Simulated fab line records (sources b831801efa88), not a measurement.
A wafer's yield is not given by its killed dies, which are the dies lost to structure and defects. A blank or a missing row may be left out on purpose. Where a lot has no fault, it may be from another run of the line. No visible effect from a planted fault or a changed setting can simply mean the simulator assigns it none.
A lot that was struck, set against a sound lot / flow gf180mcu / 16 steps out of a route of 602
Sound: wafers L628.4, L628.5, L628.6. Struck: wafer L641.2. (L641.1 of the same lot was not struck and is left out.) The cause comes at the end.
For every step that has rows: the tool of each side, followed by ch and its chambers, followed by its first start. Under that, the readings that differ: sound wafers / struck wafers / difference of the means / sigmas: that difference in standard deviations of wafers without a fault.
alike: readings whose means differ by less than 2 such deviations, and words and numbers that are the same on both sides. not compared: withheld readings, readings that some wafer has no value for, bounds like >300 that may hide the same value, and numbers for which the record gives no deviation and whose values overlap.
A row with sigmas, a row that says differs or no value, or rows on one side alone: a step with any of these is where the two part. Numbers that don't overlap but have no deviation are shown without sigmas and don't part them. Lack of a reading on every wafer of one side parts them only where that side has two or more wafers.

GF_MIM_STRIP_20: strips in O2/N2.
  sound on plasmaAsher-02 ch 0,1, day 25 20:07; struck on plasmaAsher-04 ch 1, day 30 12:25
reading=drypumpMotorCurrentA (A); sound=6.4 6.4 6.3; struck=5.3; difference=-1.1; sigmas=-3
reading=oesProductAu (a.u.); sound=0.693 0.689 0.692; struck=0.701; difference=+0.010; sigmas=+2
reading=rfHoursCounterH (h); sound=- - -; struck=106; difference=no value on the sound wafers; sigmas=
  alike: heaterPowerW, stripTimeToEndpointS
then, 9 steps without rows for these wafers: GF_MIM_STRIP_21 (strips in post etch residue remover, time 1200 s); GF_MIM_CLEAN_22 (cleans in DIW); GF_M5_DEHYDRATE_00 (time 60 s); GF_M5_HMDS_01 (prime time 60 s); GF_M5_COAT_02 (resist thk 1000 nm); GF_M5_SOFTBAKE_03 (time 60 s); GF_M5_EXPOSE_04 (exposes mask Metal5, target cd 280 nm); GF_M5_PEB_05 (peb time 90 s); GF_M5_DEVELOP_06 (develop time 60 s).
GF_M5_CD_MEAS_07: target cd 280 nm.
  sound on cdSem-02, day 26 17:58; struck on cdSem-02, day 31 06:45
  alike: cdNm
GF_M5_OVL_MEAS_08:
  sound on overlay-01, day 26 18:02; struck on overlay-02, day 31 06:52
  alike: M5_OVL
GF_M5_ETCH_09: etches Si3N4 in CF4/O2, target depth 52 nm, time 11.6 s.
  sound on rieDiel-02 ch 0,3, day 26 18:04; struck on rieDiel-04 ch 3, day 31 06:54
reading=oesProductAu (a.u.); sound=1.007 0.996 0.995; struck=0.798; difference=-0.201; sigmas=-23
reading=throttleValvePct (%); sound=5.972 5.967 5.969; struck=5.910; difference=-0.059; sigmas=-7
reading=model.etch.depthNm (nm); sound=52.46 52.49 52.2; struck=35.33; difference=-17.05; sigmas=
reading=model.KrF_of_M5_COAT_02.thkNm (nm); sound=951.6 953 955.9; struck=962.7; difference=+9.2; sigmas=
  alike: O2_flow_sccm, cf4FlowSccm, drypumpMotorCurrentA
  not compared: rfHoursCounterH
GF_M5_METAL_ETCH_10: etches the open film in Cl2/BCl3, stops on SiO2, target depth 750.8 nm, time 125.1 s.
  sound on rieMetal-04 ch 0, day 26 18:13; struck on rieMetal-01 ch 0, day 31 06:56
reading=rfHoursCounterH (h); sound=- - -; struck=5; difference=no value on the sound wafers; sigmas=
reading=model.KrF_of_M5_COAT_02.thkNm (nm); sound=654.9 657.4 660.5; struck=663.5; difference=+5.9; sigmas=
  alike: bcl3FlowSccm, drypumpMotorCurrentA, oesProductAu, throttleValvePct
GF_M5_STRIP_11: strips in O2/N2.
  sound on plasmaAsher-03 ch 0,1, day 26 18:23; struck on plasmaAsher-03 ch 1, day 31 07:04
reading=oesProductAu (a.u.); sound=0.523 0.523 0.521; struck=0.537; difference=+0.015; sigmas=+3
reading=rfHoursCounterH (h); sound=- - -; struck=92; difference=no value on the sound wafers; sigmas=
  alike: drypumpMotorCurrentA, heaterPowerW, stripTimeToEndpointS
then, 1 step without rows for these wafers: GF_PASSIVATION_PROBE_99.

## WHERE THEY PART
At GF_MIM_STRIP_20 first; at GF_M5_STRIP_11 last (within this record only).

WHY: the cause the simulator had injected
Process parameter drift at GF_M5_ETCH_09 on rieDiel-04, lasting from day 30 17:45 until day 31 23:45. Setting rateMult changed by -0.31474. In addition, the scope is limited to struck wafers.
